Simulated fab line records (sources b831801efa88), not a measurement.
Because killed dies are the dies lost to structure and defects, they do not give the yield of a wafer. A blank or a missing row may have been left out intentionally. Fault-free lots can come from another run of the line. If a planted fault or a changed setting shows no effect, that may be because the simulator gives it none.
fab line records :: flow gf180mcu :: part 2 of 2: steps 26 to 35 of 35
record:
  lots: 5
  wafers: 15
  last-day: 32
route steps=602 shown VT_IMPLANT@97
lots that met no fault: taken from a fault-free run of the same line
start-h: the number of hours between the record's first day and the start of the first shown wafer of the lot :: wait-h: how many hours have passed since the lot's step before this one :: " the same as in the row above :: L1.1+2: one row covering several wafers at once :: - no value, or no start was given :: * or withheld: withheld :: < > ~ a bound
route shown NAME@n: NAME is a module with steps in the file, n the number in the route of the first one :: usual: average and standard deviation across the fault-free wafers :: same: alike in all rows :: chamber/n: place in a boat :: sites: readings site by site :: _std_site: standard deviation across them :: _edge_site: the outer-site mean with the inner-site mean subtracted :: radius-mm: how far each site lies from the wafer's centre :: mask NAME#n: copy n :: behind: the most recent tool/chamber to have shaped the wafer :: hold: why the lot was held/for how many hours/how that ended :: device: names the non-switching transistor (n, p or np) :: end of line: at the end of the route, the tests of the same wafers :: for a step that has no rows: nothing shown but its recipe :: killed: the dies lost at the first sort to structure and to defects; this is not the yield of the wafer :: map: per-die view of a wafer (x killed, . not killed, _ where there is no die)
set.NAME: the setting as run; set.NAME@STEP: as run at that earlier step :: model.NAME: the simulator's own value behind a step, which no gauge read
lots at selected steps of the route; one table per step, one row per wafer
services: a tool's chamber out of use, with start hour (start-h, from the record's first day; less than 0 if before it), hours out, and reason
== steps ==
step: GF_VT_IMPLANT_TW_MEAS_32
usual:
  VT_IMPLANT_3_TW: 269.1/1.3
lot.wafer: L076.2
tool: film-metro-01
chamber: -
start-h: 152.60
wait-h: 0.1
VT_IMPLANT_3_TW: 270.2

lot.wafer: L076.4
tool: film-metro-01
chamber: -
start-h: 152.60
wait-h: 0.1
VT_IMPLANT_3_TW: 269.3

lot.wafer: L076.5
tool: film-metro-01
chamber: -
start-h: 152.60
wait-h: 0.1
VT_IMPLANT_3_TW: 269.5

lot.wafer: L082.1
tool: film-metro-03
chamber: -
start-h: 194.92
wait-h: 0.1
VT_IMPLANT_3_TW: 268.5

lot.wafer: L082.2
tool: film-metro-03
chamber: -
start-h: 194.92
wait-h: 0.1
VT_IMPLANT_3_TW: 270.3

lot.wafer: L082.5
tool: film-metro-03
chamber: -
start-h: 194.92
wait-h: 0.1
VT_IMPLANT_3_TW: 270.0

lot.wafer: L083.1
tool: film-metro-01
chamber: -
start-h: 205.07
wait-h: 0.1
VT_IMPLANT_3_TW: 269.8

lot.wafer: L083.4
tool: film-metro-01
chamber: -
start-h: 205.07
wait-h: 0.1
VT_IMPLANT_3_TW: 269.6

lot.wafer: L083.5
tool: film-metro-01
chamber: -
start-h: 205.07
wait-h: 0.1
VT_IMPLANT_3_TW: 270.1

lot.wafer: L087.3
tool: film-metro-02
chamber: -
start-h: 228.39
wait-h: 0.1
VT_IMPLANT_3_TW: 267.3

lot.wafer: L087.4
tool: film-metro-02
chamber: -
start-h: 228.39
wait-h: 0.1
VT_IMPLANT_3_TW: 266.7

lot.wafer: L087.5
tool: film-metro-02
chamber: -
start-h: 228.39
wait-h: 0.1
VT_IMPLANT_3_TW: 268.3

lot.wafer: L088.3
tool: film-metro-03
chamber: -
start-h: 234.88
wait-h: 0.1
VT_IMPLANT_3_TW: 270.1

lot.wafer: L088.5
tool: film-metro-03
chamber: -
start-h: 234.88
wait-h: 0.1
VT_IMPLANT_3_TW: 268.6

lot.wafer: L088.6
tool: film-metro-03
chamber: -
start-h: 234.88
wait-h: 0.1
VT_IMPLANT_3_TW: 269.7
step: GF_VT_IMPLANT_DEHYDRATE_33
recipe:
  temp-c: 200
  time-s: 60
usual:
  resist-line-temp-C: 22.99/0.12
lot.wafer: L076.2
tool: litho-track-03
chamber: 0
start-h: 160.30
wait-h: 7.7
resist-line-temp-C: 23.15

lot.wafer: L076.4
tool: litho-track-03
chamber: 0
start-h: 160.30
wait-h: 7.7
resist-line-temp-C: 22.94

lot.wafer: L076.5
tool: litho-track-03
chamber: 0
start-h: 160.30
wait-h: 7.7
resist-line-temp-C: 23.09

lot.wafer: L082.1
tool: litho-track-01
chamber: 0
start-h: 202.80
wait-h: 7.9
resist-line-temp-C: 22.91

lot.wafer: L082.2
tool: litho-track-01
chamber: 0
start-h: 202.80
wait-h: 7.9
resist-line-temp-C: 22.98

lot.wafer: L082.5
tool: litho-track-01
chamber: 0
start-h: 202.80
wait-h: 7.9
resist-line-temp-C: 22.90

lot.wafer: L083.1
tool: litho-track-01
chamber: 0
start-h: 213.30
wait-h: 8.2
resist-line-temp-C: 22.84

lot.wafer: L083.4
tool: litho-track-01
chamber: 0
start-h: 213.30
wait-h: 8.2
resist-line-temp-C: 22.67

lot.wafer: L083.5
tool: litho-track-01
chamber: 0
start-h: 213.30
wait-h: 8.2
resist-line-temp-C: 22.87

lot.wafer: L087.3
tool: litho-track-01
chamber: 0
start-h: 236.55
wait-h: 8.1
resist-line-temp-C: 23.09

lot.wafer: L087.4
tool: litho-track-01
chamber: 0
start-h: 236.55
wait-h: 8.1
resist-line-temp-C: 23.18

lot.wafer: L087.5
tool: litho-track-01
chamber: 0
start-h: 236.55
wait-h: 8.1
resist-line-temp-C: 23.18

lot.wafer: L088.3
tool: litho-track-01
chamber: 0
start-h: 243.40
wait-h: 8.5
resist-line-temp-C: 22.80

lot.wafer: L088.5
tool: litho-track-01
chamber: 0
start-h: 243.40
wait-h: 8.5
resist-line-temp-C: 23.03

lot.wafer: L088.6
tool: litho-track-01
chamber: 0
start-h: 243.40
wait-h: 8.5
resist-line-temp-C: 22.83
step: GF_VT_IMPLANT_HMDS_34
recipe:
  prime-time-s: 60
  prime-temp-c: 120
usual:
  resist-line-temp-C: 22.99/0.098
lot.wafer: L076.2
tool: litho-track-03
chamber: 0
start-h: 160.45
wait-h: 0.1
resist-line-temp-C: 22.98

lot.wafer: L076.4
tool: litho-track-03
chamber: 0
start-h: 160.45
wait-h: 0.1
resist-line-temp-C: 23.00

lot.wafer: L076.5
tool: litho-track-03
chamber: 0
start-h: 160.45
wait-h: 0.1
resist-line-temp-C: 22.95

lot.wafer: L082.1
tool: litho-track-01
chamber: 0
start-h: 202.95
wait-h: 0.1
resist-line-temp-C: 23.00

lot.wafer: L082.2
tool: litho-track-01
chamber: 0
start-h: 202.95
wait-h: 0.1
resist-line-temp-C: 22.99

lot.wafer: L082.5
tool: litho-track-01
chamber: 0
start-h: 202.95
wait-h: 0.1
resist-line-temp-C: 23.06

lot.wafer: L083.1
tool: litho-track-01
chamber: 0
start-h: 213.45
wait-h: 0.1
resist-line-temp-C: 23.26

lot.wafer: L083.4
tool: litho-track-01
chamber: 0
start-h: 213.45
wait-h: 0.1
resist-line-temp-C: 23.13

lot.wafer: L083.5
tool: litho-track-01
chamber: 0
start-h: 213.45
wait-h: 0.1
resist-line-temp-C: 23.22

lot.wafer: L087.3
tool: litho-track-01
chamber: 0
start-h: 236.70
wait-h: 0.1
resist-line-temp-C: 23.02

lot.wafer: L087.4
tool: litho-track-01
chamber: 0
start-h: 236.70
wait-h: 0.1
resist-line-temp-C: 23.03

lot.wafer: L087.5
tool: litho-track-01
chamber: 0
start-h: 236.70
wait-h: 0.1
resist-line-temp-C: 22.95

lot.wafer: L088.3
tool: litho-track-01
chamber: 0
start-h: 243.55
wait-h: 0.1
resist-line-temp-C: 22.89

lot.wafer: L088.5
tool: litho-track-01
chamber: 0
start-h: 243.55
wait-h: 0.1
resist-line-temp-C: 22.85

lot.wafer: L088.6
tool: litho-track-01
chamber: 0
start-h: 243.55
wait-h: 0.1
resist-line-temp-C: 22.91
step: GF_VT_IMPLANT_COAT_35
recipe:
  resist: NOVOLAK
  spin-rpm: 3000
  resist-thk-nm: 1000
usual:
  resist-line-temp-C: 23.00/0.11
lot.wafer: L076.2
tool: litho-track-03
chamber: 0
start-h: 160.60
wait-h: 0.1
resist-line-temp-C: 22.70

lot.wafer: L076.4
tool: litho-track-03
chamber: 0
start-h: 160.60
wait-h: 0.1
resist-line-temp-C: 22.87

lot.wafer: L076.5
tool: litho-track-03
chamber: 0
start-h: 160.60
wait-h: 0.1
resist-line-temp-C: 22.90

lot.wafer: L082.1
tool: litho-track-01
chamber: 0
start-h: 203.10
wait-h: 0.1
resist-line-temp-C: 23.05

lot.wafer: L082.2
tool: litho-track-01
chamber: 0
start-h: 203.10
wait-h: 0.1
resist-line-temp-C: 22.94

lot.wafer: L082.5
tool: litho-track-01
chamber: 0
start-h: 203.10
wait-h: 0.1
resist-line-temp-C: 23.00

lot.wafer: L083.1
tool: litho-track-01
chamber: 0
start-h: 213.60
wait-h: 0.1
resist-line-temp-C: 22.98

lot.wafer: L083.4
tool: litho-track-01
chamber: 0
start-h: 213.60
wait-h: 0.1
resist-line-temp-C: 23.08

lot.wafer: L083.5
tool: litho-track-01
chamber: 0
start-h: 213.60
wait-h: 0.1
resist-line-temp-C: 23.06

lot.wafer: L087.3
tool: litho-track-01
chamber: 0
start-h: 236.85
wait-h: 0.1
resist-line-temp-C: 23.20

lot.wafer: L087.4
tool: litho-track-01
chamber: 0
start-h: 236.85
wait-h: 0.1
resist-line-temp-C: 23.09

lot.wafer: L087.5
tool: litho-track-01
chamber: 0
start-h: 236.85
wait-h: 0.1
resist-line-temp-C: 22.88

lot.wafer: L088.3
tool: litho-track-01
chamber: 0
start-h: 243.70
wait-h: 0.1
resist-line-temp-C: 22.89

lot.wafer: L088.5
tool: litho-track-01
chamber: 0
start-h: 243.70
wait-h: 0.1
resist-line-temp-C: 23.00

lot.wafer: L088.6
tool: litho-track-01
chamber: 0
start-h: 243.70
wait-h: 0.1
resist-line-temp-C: 22.92
step: GF_VT_IMPLANT_SOFTBAKE_36
recipe:
  temp-c: 90
  time-s: 60
  resist: NOVOLAK
usual:
  resist-line-temp-C: 23.00/0.12
lot.wafer: L076.2
tool: litho-track-03
chamber: 0
start-h: 160.75
wait-h: 0.1
resist-line-temp-C: 23.09

lot.wafer: L076.4
tool: litho-track-03
chamber: 0
start-h: 160.75
wait-h: 0.1
resist-line-temp-C: 22.95

lot.wafer: L076.5
tool: litho-track-03
chamber: 0
start-h: 160.75
wait-h: 0.1
resist-line-temp-C: 22.95

lot.wafer: L082.1
tool: litho-track-01
chamber: 0
start-h: 203.25
wait-h: 0.1
resist-line-temp-C: 23.12

lot.wafer: L082.2
tool: litho-track-01
chamber: 0
start-h: 203.25
wait-h: 0.1
resist-line-temp-C: 23.19

lot.wafer: L082.5
tool: litho-track-01
chamber: 0
start-h: 203.25
wait-h: 0.1
resist-line-temp-C: 23.09

lot.wafer: L083.1
tool: litho-track-01
chamber: 0
start-h: 213.75
wait-h: 0.1
resist-line-temp-C: 23.10

lot.wafer: L083.4
tool: litho-track-01
chamber: 0
start-h: 213.75
wait-h: 0.1
resist-line-temp-C: 22.88

lot.wafer: L083.5
tool: litho-track-01
chamber: 0
start-h: 213.75
wait-h: 0.1
resist-line-temp-C: 23.05

lot.wafer: L087.3
tool: litho-track-01
chamber: 0
start-h: 237.00
wait-h: 0.1
resist-line-temp-C: 22.82

lot.wafer: L087.4
tool: litho-track-01
chamber: 0
start-h: 237.00
wait-h: 0.1
resist-line-temp-C: 22.95

lot.wafer: L087.5
tool: litho-track-01
chamber: 0
start-h: 237.00
wait-h: 0.1
resist-line-temp-C: 22.87

lot.wafer: L088.3
tool: litho-track-01
chamber: 0
start-h: 243.85
wait-h: 0.1
resist-line-temp-C: 23.08

lot.wafer: L088.5
tool: litho-track-01
chamber: 0
start-h: 243.85
wait-h: 0.1
resist-line-temp-C: 23.01

lot.wafer: L088.6
tool: litho-track-01
chamber: 0
start-h: 243.85
wait-h: 0.1
resist-line-temp-C: 22.92
step: GF_VT_IMPLANT_EXPOSE_37
recipe:
  mask-id: Nwell_HV_AREA
  target-cd-nm: 860
  na: 0.6
  source-shape: conventional
  sigma-outer: 0.6
  dose-mj: 140
lot.wafer: L076.2+4+5
tool: iline-stepper-02
chamber: 0
start-h: -
wait-h: -
mask: Nwell_HV_AREA#0

lot.wafer: L082.1+2+5
tool: iline-stepper-02
chamber: 0
start-h: -
wait-h: -
mask: Nwell_HV_AREA#0

lot.wafer: L083.1+4+5
tool: iline-stepper-01
chamber: 0
start-h: -
wait-h: -
mask: Nwell_HV_AREA#0

lot.wafer: L087.3+4+5
tool: iline-stepper-02
chamber: 0
start-h: -
wait-h: -
mask: Nwell_HV_AREA#0

lot.wafer: L088.3+5+6
tool: iline-stepper-01
chamber: 0
start-h: -
wait-h: -
mask: Nwell_HV_AREA#0
step: GF_VT_IMPLANT_PEB_38
recipe:
  temp-c: withheld
  time-s: *
  resist: NOVOLAK
usual:
  resist-line-temp-C: *
lot.wafer: L076.2
tool: litho-track-02
chamber: 0
start-h: -
wait-h: -
resist-line-temp-C: *

lot.wafer: L076.4
tool: litho-track-02
chamber: 0
start-h: -
wait-h: -
resist-line-temp-C: *

lot.wafer: L076.5
tool: litho-track-02
chamber: 0
start-h: -
wait-h: -
resist-line-temp-C: *

lot.wafer: L082.1
tool: litho-track-01
chamber: 0
start-h: -
wait-h: -
resist-line-temp-C: *

lot.wafer: L082.2
tool: litho-track-01
chamber: 0
start-h: -
wait-h: -
resist-line-temp-C: *

lot.wafer: L082.5
tool: litho-track-01
chamber: 0
start-h: -
wait-h: -
resist-line-temp-C: *

lot.wafer: L083.1
tool: litho-track-02
chamber: 0
start-h: -
wait-h: -
resist-line-temp-C: *

lot.wafer: L083.4
tool: litho-track-02
chamber: 0
start-h: -
wait-h: -
resist-line-temp-C: *

lot.wafer: L083.5
tool: litho-track-02
chamber: 0
start-h: -
wait-h: -
resist-line-temp-C: *

lot.wafer: L087.3
tool: litho-track-02
chamber: 0
start-h: -
wait-h: -
resist-line-temp-C: *

lot.wafer: L087.4
tool: litho-track-02
chamber: 0
start-h: -
wait-h: -
resist-line-temp-C: *

lot.wafer: L087.5
tool: litho-track-02
chamber: 0
start-h: -
wait-h: -
resist-line-temp-C: *

lot.wafer: L088.3
tool: litho-track-01
chamber: 0
start-h: -
wait-h: -
resist-line-temp-C: *

lot.wafer: L088.5
tool: litho-track-01
chamber: 0
start-h: -
wait-h: -
resist-line-temp-C: *

lot.wafer: L088.6
tool: litho-track-01
chamber: 0
start-h: -
wait-h: -
resist-line-temp-C: *
step: GF_VT_IMPLANT_DEVELOP_39
recipe:
  develop-time-s: 60
  dev-temp-c: 23
usual:
  resist-line-temp-C: 23.01/0.11
lot.wafer: L076.2
tool: litho-track-02
chamber: 0
start-h: 168.36
wait-h: 0.1
resist-line-temp-C: 22.94

lot.wafer: L076.4
tool: litho-track-02
chamber: 0
start-h: 168.36
wait-h: 0.1
resist-line-temp-C: 23.05

lot.wafer: L076.5
tool: litho-track-02
chamber: 0
start-h: 168.36
wait-h: 0.1
resist-line-temp-C: 23.03

lot.wafer: L082.1
tool: litho-track-01
chamber: 0
start-h: 211.75
wait-h: 0.1
resist-line-temp-C: 23.16

lot.wafer: L082.2
tool: litho-track-01
chamber: 0
start-h: 211.75
wait-h: 0.1
resist-line-temp-C: 23.22

lot.wafer: L082.5
tool: litho-track-01
chamber: 0
start-h: 211.75
wait-h: 0.1
resist-line-temp-C: 22.99

lot.wafer: L083.1
tool: litho-track-02
chamber: 0
start-h: 222.59
wait-h: 0.1
resist-line-temp-C: 22.97

lot.wafer: L083.4
tool: litho-track-02
chamber: 0
start-h: 222.59
wait-h: 0.1
resist-line-temp-C: 22.84

lot.wafer: L083.5
tool: litho-track-02
chamber: 0
start-h: 222.59
wait-h: 0.1
resist-line-temp-C: 22.89

lot.wafer: L087.3
tool: litho-track-02
chamber: 0
start-h: 246.59
wait-h: 0.1
resist-line-temp-C: 22.96

lot.wafer: L087.4
tool: litho-track-02
chamber: 0
start-h: 246.59
wait-h: 0.1
resist-line-temp-C: 22.88

lot.wafer: L087.5
tool: litho-track-02
chamber: 0
start-h: 246.59
wait-h: 0.1
resist-line-temp-C: 22.92

lot.wafer: L088.3
tool: litho-track-01
chamber: 0
start-h: 253.20
wait-h: 0.1
resist-line-temp-C: 22.94

lot.wafer: L088.5
tool: litho-track-01
chamber: 0
start-h: 253.20
wait-h: 0.1
resist-line-temp-C: 23.03

lot.wafer: L088.6
tool: litho-track-01
chamber: 0
start-h: 253.20
wait-h: 0.1
resist-line-temp-C: 22.85
step: GF_VT_IMPLANT_OVL_MEAS_40
usual:
  VT_IMPLANT_03_OVL: 0.1/1.7
lot.wafer: L076.2
tool: overlay-01
chamber: -
start-h: 168.49
wait-h: 0.1
VT_IMPLANT_03_OVL[nm]: -0.1

lot.wafer: L076.4
tool: overlay-01
chamber: -
start-h: 168.49
wait-h: 0.1
VT_IMPLANT_03_OVL[nm]: 2.5

lot.wafer: L076.5
tool: overlay-01
chamber: -
start-h: 168.49
wait-h: 0.1
VT_IMPLANT_03_OVL[nm]: 1.0

lot.wafer: L082.1
tool: overlay-02
chamber: -
start-h: 211.90
wait-h: 0.1
VT_IMPLANT_03_OVL[nm]: 1.1

lot.wafer: L082.2
tool: overlay-02
chamber: -
start-h: 211.90
wait-h: 0.1
VT_IMPLANT_03_OVL[nm]: 0.5

lot.wafer: L082.5
tool: overlay-02
chamber: -
start-h: 211.90
wait-h: 0.1
VT_IMPLANT_03_OVL[nm]: 1.7

lot.wafer: L083.1
tool: overlay-02
chamber: -
start-h: 222.74
wait-h: 0.1
VT_IMPLANT_03_OVL[nm]: -1.7

lot.wafer: L083.4
tool: overlay-02
chamber: -
start-h: 222.74
wait-h: 0.1
VT_IMPLANT_03_OVL[nm]: -1.2

lot.wafer: L083.5
tool: overlay-02
chamber: -
start-h: 222.74
wait-h: 0.1
VT_IMPLANT_03_OVL[nm]: -0.6

lot.wafer: L087.3
tool: overlay-01
chamber: -
start-h: 246.70
wait-h: 0.1
VT_IMPLANT_03_OVL[nm]: -0.2

lot.wafer: L087.4
tool: overlay-01
chamber: -
start-h: 246.70
wait-h: 0.1
VT_IMPLANT_03_OVL[nm]: 2.0

lot.wafer: L087.5
tool: overlay-01
chamber: -
start-h: 246.70
wait-h: 0.1
VT_IMPLANT_03_OVL[nm]: 0.7

lot.wafer: L088.3
tool: overlay-01
chamber: -
start-h: 253.32
wait-h: 0.1
VT_IMPLANT_03_OVL[nm]: -1.5

lot.wafer: L088.5
tool: overlay-01
chamber: -
start-h: 253.32
wait-h: 0.1
VT_IMPLANT_03_OVL[nm]: -2.0

lot.wafer: L088.6
tool: overlay-01
chamber: -
start-h: 253.32
wait-h: 0.1
VT_IMPLANT_03_OVL[nm]: -0.4
step: GF_VT_IMPLANT_IMPLANT_41
recipe:
  species: As
  energy-kev: 70
  dose-cm2: 1.013e+12
  tilt-deg: 7
usual:
  end-station-pressure-torr: 4.97e-06/2.7e-07
same:
  implant-ion-amu: 75
lot.wafer: L076.2
tool: implanter-03
chamber: 0
start-h: 168.55
wait-h: 0.0
end-station-pressure-torr: 4.94e-06

lot.wafer: L076.4
tool: implanter-03
chamber: 0
start-h: 168.55
wait-h: 0.0
end-station-pressure-torr: 4.87e-06

lot.wafer: L076.5
tool: implanter-03
chamber: 0
start-h: 168.55
wait-h: 0.0
end-station-pressure-torr: 5.45e-06

lot.wafer: L082.1
tool: implanter-04
chamber: 0
start-h: 211.94
wait-h: 0.0
end-station-pressure-torr: 5.09e-06

lot.wafer: L082.2
tool: implanter-04
chamber: 0
start-h: 211.94
wait-h: 0.0
end-station-pressure-torr: 4.94e-06

lot.wafer: L082.5
tool: implanter-04
chamber: 0
start-h: 211.94
wait-h: 0.0
end-station-pressure-torr: 4.95e-06

lot.wafer: L083.1
tool: implanter-04
chamber: 0
start-h: 222.77
wait-h: 0.0
end-station-pressure-torr: 4.7e-06

lot.wafer: L083.4
tool: implanter-04
chamber: 0
start-h: 222.77
wait-h: 0.0
end-station-pressure-torr: 4.97e-06

lot.wafer: L083.5
tool: implanter-04
chamber: 0
start-h: 222.77
wait-h: 0.0
end-station-pressure-torr: 4.6e-06

lot.wafer: L087.3
tool: implanter-03
chamber: 0
start-h: 246.77
wait-h: 0.1
end-station-pressure-torr: 4.84e-06

lot.wafer: L087.4
tool: implanter-03
chamber: 0
start-h: 246.77
wait-h: 0.1
end-station-pressure-torr: 4.87e-06

lot.wafer: L087.5
tool: implanter-03
chamber: 0
start-h: 246.77
wait-h: 0.1
end-station-pressure-torr: 5.06e-06

lot.wafer: L088.3
tool: implanter-04
chamber: 0
start-h: 253.39
wait-h: 0.1
end-station-pressure-torr: 4.82e-06

lot.wafer: L088.5
tool: implanter-04
chamber: 0
start-h: 253.39
wait-h: 0.1
end-station-pressure-torr: 4.94e-06

lot.wafer: L088.6
tool: implanter-04
chamber: 0
start-h: 253.39
wait-h: 0.1
end-station-pressure-torr: 5.23e-06
== services ==
tool: plasma-asher-02
chamber: -
start-h: 108.77
hours: 9.0
kind: pm

tool: plasma-asher-02
chamber: 0
start-h: 108.77
hours: 9.0
kind: vent-cycle

tool: plasma-asher-02
chamber: 1
start-h: 108.77
hours: 9.0
kind: vent-cycle

tool: implanter-02
chamber: -
start-h: 109.35
hours: 17.2
kind: repair

tool: iline-stepper-02
chamber: -
start-h: 110.63
hours: 1.7
kind: pm

tool: plasma-asher-02
chamber: 0
start-h: 117.77
hours: -
kind: clean

tool: plasma-asher-02
chamber: 1
start-h: 117.77
hours: -
kind: clean

tool: plasma-asher-02
chamber: -
start-h: 137.76
hours: 1.3
kind: repair

tool: implanter-04
chamber: -
start-h: 137.81
hours: 5.4
kind: pm

tool: implanter-02
chamber: -
start-h: 164.24
hours: 4.6
kind: repair

tool: iline-stepper-01
chamber: -
start-h: 164.54
hours: 1.7
kind: pm

tool: iline-stepper-02
chamber: 0
start-h: 164.85
hours: -
kind: calibration

tool: iline-stepper-01
chamber: -
start-h: 173.22
hours: -
kind: calibration

tool: plasma-asher-01
chamber: -
start-h: 174.73
hours: 1.4
kind: repair

tool: implanter-04
chamber: -
start-h: 182.88
hours: 2.1
kind: repair

tool: iline-stepper-01
chamber: -
start-h: 185.68
hours: 1.4
kind: repair

tool: plasma-asher-02
chamber: -
start-h: 187.70
hours: 2.2
kind: repair

tool: iline-stepper-01
chamber: 0
start-h: 197.30
hours: -
kind: calibration

tool: implanter-02
chamber: -
start-h: 197.90
hours: 7.7
kind: repair

tool: implanter-02
chamber: -
start-h: 211.75
hours: 3.4
kind: pm

tool: iline-stepper-02
chamber: -
start-h: 221.62
hours: 3.1
kind: repair
